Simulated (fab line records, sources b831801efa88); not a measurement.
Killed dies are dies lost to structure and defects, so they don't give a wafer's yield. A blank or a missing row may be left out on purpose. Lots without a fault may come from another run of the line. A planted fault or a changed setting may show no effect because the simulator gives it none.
Chamber matching | flow gf180mcu | GF_V2_CVD_02 on pecvd-03: 3 sister chambers
The step deposits SiO2 from TEOS, target thk 850 nm, time 94.851 s. 3 wafers are shown with their chamber, then 6 later ones without.

WAFERS WITH THEIR CHAMBER
wafer  | chamber | heater_power_w (W)
L341.1 | 0       | 726
L344.1 | 2       | 528
L344.3 | 1       | 764

WAFERS WITHOUT THEIR CHAMBER
wafer  | heater_power_w (W)
L344.4 | 581
L346.4 | 624
L346.5 | 611
L346.6 | 658
L353.2 | 712
L353.6 | 716

WHICH CHAMBER EACH WENT THROUGH
wafer  | from the rows above          | in truth
L344.4 | can't be placed: 2 or 0      | 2
L346.4 | can't be placed: 2 or 0 or 1 | 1
L346.5 | can't be placed: 2 or 0 or 1 | 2
L346.6 | can't be placed: 0 or 1 or 2 | 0
L353.2 | can't be placed: 0 or 1      | 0
L353.6 | can't be placed: 0 or 1      | 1
Placed correctly: 0 of 6. Can't be placed from these rows: 6 (the true chamber is among the candidates in 6). Placed wrongly: 0.
How it was worked out, from the rows above alone: a wafer's distance from a chamber is the root of the sum, over the readings, of the square of ((its reading less the chamber's mean) divided by the reading's scatter). The wafer belongs to the nearest chamber; if the next one is less than 2 further off, it can't be placed. A chamber's mean is the mean of its shown wafers. The scatter: with one shown wafer a chamber, the root of the mean of the squares of how far each hidden wafer lies from its nearest shown one.
